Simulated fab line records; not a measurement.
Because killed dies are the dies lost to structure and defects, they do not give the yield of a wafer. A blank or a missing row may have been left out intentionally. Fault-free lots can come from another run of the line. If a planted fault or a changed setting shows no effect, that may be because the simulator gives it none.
What tool caused it? | flow sky130 | 14 lots with 42 wafers sampled at 6 steps, on a route of 708 steps

## WHAT THE GAUGES SHOWED, per wafer
SKY_CONTACT_THK_MEAS_03.
lot  | measured     | on           | CONTACT_HDPCVD_THK (nm)
L295 | day 31 02:26 | filmMetro-02 | 575 576 567
L296 | day 31 05:48 | filmMetro-01 | 575 567 577
L297 | day 31 10:50 | filmMetro-01 | 576 571 571
L299 | day 32 02:35 | filmMetro-02 | 577 570 567
L303 | day 33 08:41 | filmMetro-04 | 567 553 564
L304 | day 34 05:16 | filmMetro-04 | 560 560 565
L305 | day 34 06:26 | filmMetro-02 | 569 566 559
L306 | day 34 14:31 | filmMetro-02 | 563 569 564
L307 | day 34 19:09 | filmMetro-01 | 564 566 569
L308 | day 35 02:59 | filmMetro-02 | 575 553 555
L315 | day 36 23:41 | filmMetro-02 | 576 569 564
L316 | day 37 04:26 | filmMetro-01 | 567 574 563
L318 | day 38 04:19 | filmMetro-02 | 563 571 569
L317 | day 38 07:14 | filmMetro-01 | 562 573 560

SKY_CONTACT_BOW_MEAS_05.
lot  | measured     | on           | CONTACT_BOW (um)
L295 | day 31 02:47 | filmMetro-01 | 67 88 81
L296 | day 31 06:10 | filmMetro-01 | 88 91 87
L297 | day 31 11:11 | filmMetro-04 | 78 73 72
L299 | day 32 04:37 | filmMetro-01 | 83 68 84
L303 | day 33 09:03 | filmMetro-01 | 78 70 93
L304 | day 34 05:37 | filmMetro-02 | 80 74 84
L305 | day 34 06:47 | filmMetro-01 | 73 80 70
L306 | day 34 14:54 | filmMetro-02 | 95 96 98
L307 | day 34 19:31 | filmMetro-04 | 81 87 82
L308 | day 35 03:21 | filmMetro-02 | 79 88 83
L315 | day 37 00:04 | filmMetro-04 | 92 85 82
L316 | day 37 04:48 | filmMetro-01 | 83 75 76
L318 | day 38 04:49 | filmMetro-01 | 70 76 76
L317 | day 38 07:38 | filmMetro-04 | 82 79 80

SKY_METAL1_RS_MEAS_05: measurement is done with a four-point probe.
lot  | measured     | on           | METAL1_ALCU_RS (ohm/sq)
L295 | day 32 08:28 | filmMetro-04 | 0.1254 0.1265 0.1268
L296 | day 32 11:26 | filmMetro-04 | 0.1257 0.1260 0.1258
L297 | day 32 16:59 | filmMetro-04 | 0.1256 0.1253 0.1278
L299 | day 33 10:08 | filmMetro-04 | 0.1243 0.1246 0.1239
L303 | day 34 12:32 | filmMetro-02 | 0.1271 0.1270 0.1256
L304 | day 35 09:51 | filmMetro-03 | 0.1262 0.1284 0.1255
L305 | day 35 11:51 | filmMetro-03 | 0.1276 0.1272 0.1282
L306 | day 35 19:25 | filmMetro-03 | 0.0848 0.0841 0.0853
L307 | day 35 23:24 | filmMetro-02 | 0.1258 0.1264 0.1253
L308 | day 36 07:17 | filmMetro-02 | 0.0855 0.0846 0.0846
L315 | day 38 03:55 | filmMetro-02 | 0.1244 0.1265 0.1245
L316 | day 38 08:39 | filmMetro-04 | 0.1276 0.1248 0.1268
L318 | day 39 07:40 | filmMetro-02 | 0.1256 0.1295 0.1289
L317 | day 39 10:52 | filmMetro-02 | 0.1250 0.1243 0.1262

SKY_METAL1_THK_MEAS_06: measures by xrf.
lot  | measured     | on           | METAL1_ALCU_THK (nm)
L295 | day 32 08:35 | filmMetro-04 | 255 251 252
L296 | day 32 11:33 | filmMetro-04 | 254 254 253
L297 | day 32 17:07 | filmMetro-04 | 256 255 251
L299 | day 33 10:14 | filmMetro-04 | 259 259 260
L303 | day 34 12:39 | filmMetro-02 | 253 252 255
L304 | day 35 09:58 | filmMetro-03 | 256 252 256
L305 | day 35 11:58 | filmMetro-03 | 254 252 253
L306 | day 35 19:31 | filmMetro-03 | 377 381 375
L307 | day 35 23:31 | filmMetro-02 | 255 254 256
L308 | day 36 07:24 | filmMetro-02 | 373 375 376
L315 | day 38 04:00 | filmMetro-02 | 256 253 257
L316 | day 38 08:46 | filmMetro-04 | 251 256 252
L318 | day 39 07:47 | filmMetro-02 | 256 247 250
L317 | day 39 10:58 | filmMetro-02 | 258 258 255

## WHICH TOOL RAN EACH LOT (tool, then ch and the chambers of the sampled wafers, then the start)
lot  | SKY_CONTACT_CVD_00              | SKY_METAL1_SPUTTER_02
L295 | pecvd-03 ch 0,1, day 31 02:15   | pvdSputter-02, day 32 08:23
L296 | pecvd-03 ch 0,1, day 31 05:38   | pvdSputter-02, day 32 11:20
L297 | pecvd-02 ch 0,2, day 31 10:39   | pvdSputter-01, day 32 16:54
L299 | pecvd-03 ch 0,1,2, day 32 02:25 | pvdSputter-01, day 33 10:01
L303 | pecvd-02 ch 0,1, day 33 08:31   | pvdSputter-01, day 34 12:26
L304 | pecvd-02 ch 0,1, day 34 05:04   | pvdSputter-01, day 35 09:45
L305 | pecvd-01 ch 0,1,2, day 34 06:14 | pvdSputter-03, day 35 11:46
L306 | pecvd-03 ch 0,2, day 34 14:18   | pvdSputter-01, day 35 19:17
L307 | pecvd-02 ch 0,1,2, day 34 18:59 | pvdSputter-02, day 35 23:18
L308 | pecvd-01 ch 0,2, day 35 02:49   | pvdSputter-01, day 36 07:11
L315 | pecvd-03 ch 0,1,2, day 36 23:30 | pvdSputter-02, day 38 03:46
L316 | pecvd-01 ch 0,2, day 37 04:15   | pvdSputter-03, day 38 08:34
L318 | pecvd-03 ch 1,2, day 38 04:09   | pvdSputter-03, day 39 07:35
L317 | pecvd-02 ch 0,1,2, day 38 07:04 | pvdSputter-01, day 39 10:43
- SKY_CONTACT_CVD_00: deposits Si3N4, target thk 75 nm.
- SKY_METAL1_SPUTTER_02: material AlCu, target thk 250 nm, time 13.3 s.

## WHAT THE TOOLS THEMSELVES READ (means of the sampled wafers that have a number; where no wafer has one, the mark that the record gives instead)
SKY_CONTACT_CVD_00.
lot  | tool     | heaterPowerW (W)
L295 | pecvd-03 | 650
L296 | pecvd-03 | 695
L297 | pecvd-02 | 754
L299 | pecvd-03 | 751
L303 | pecvd-02 | 728
L304 | pecvd-02 | 744
L305 | pecvd-01 | 719
L306 | pecvd-03 | 771
L307 | pecvd-02 | 824
L308 | pecvd-01 | 734
L315 | pecvd-03 | 758
L316 | pecvd-01 | 724
L318 | pecvd-03 | 791
L317 | pecvd-02 | 797

SKY_METAL1_SPUTTER_02.
lot  | tool          | throttleValvePct (%)
L295 | pvdSputter-02 | 30.1
L296 | pvdSputter-02 | 30.4
L297 | pvdSputter-01 | 30.4
L299 | pvdSputter-01 | 29.1
L303 | pvdSputter-01 | 29.0
L304 | pvdSputter-01 | 30.2
L305 | pvdSputter-03 | 29.3
L306 | pvdSputter-01 | 29.5
L307 | pvdSputter-02 | 30.0
L308 | pvdSputter-01 | 29.6
L315 | pvdSputter-02 | 30.1
L316 | pvdSputter-03 | 29.3
L318 | pvdSputter-03 | 29.2
L317 | pvdSputter-01 | 29.0

## THE ANSWER, worked out from the rows above alone
Rule: what is usual is taken from the lots themselves. Put in order of their means at a reading, lots are off if they are a third of the lots or fewer, leave a main group of 4 or more, and stand apart from it by a gap of 3 or more times the standard deviation of the main group's means; of several such gaps the widest counts. If all means in a main group match to the digits the tables above print for the reading, that group is not used. Also off: a lot with no number at a reading for which 4 or more lots have one. The other lots that the step has rows for count as sound. Order of review: gauges by route order, followed by the tools' own readings, for which a lot's mean as printed above is used. The first step at which some lot is off is used, and at that step the reading that is off furthest; a lot without a number counts as furthest.
Off: at SKY_METAL1_RS_MEAS_05 (METAL1_ALCU_RS), L306, L308. For the main group the mean is 0.1262 ohm/sq and the standard deviation 0.001.
If a tool, at a process step before that reading, ran all the lots that are off and no sound lot after the first of them, it fits. The gauges at SKY_METAL1_RS_MEAS_05 are tried like those tools. Not one of the candidates tried fits.

## WHAT THE SIMULATOR PUT IN
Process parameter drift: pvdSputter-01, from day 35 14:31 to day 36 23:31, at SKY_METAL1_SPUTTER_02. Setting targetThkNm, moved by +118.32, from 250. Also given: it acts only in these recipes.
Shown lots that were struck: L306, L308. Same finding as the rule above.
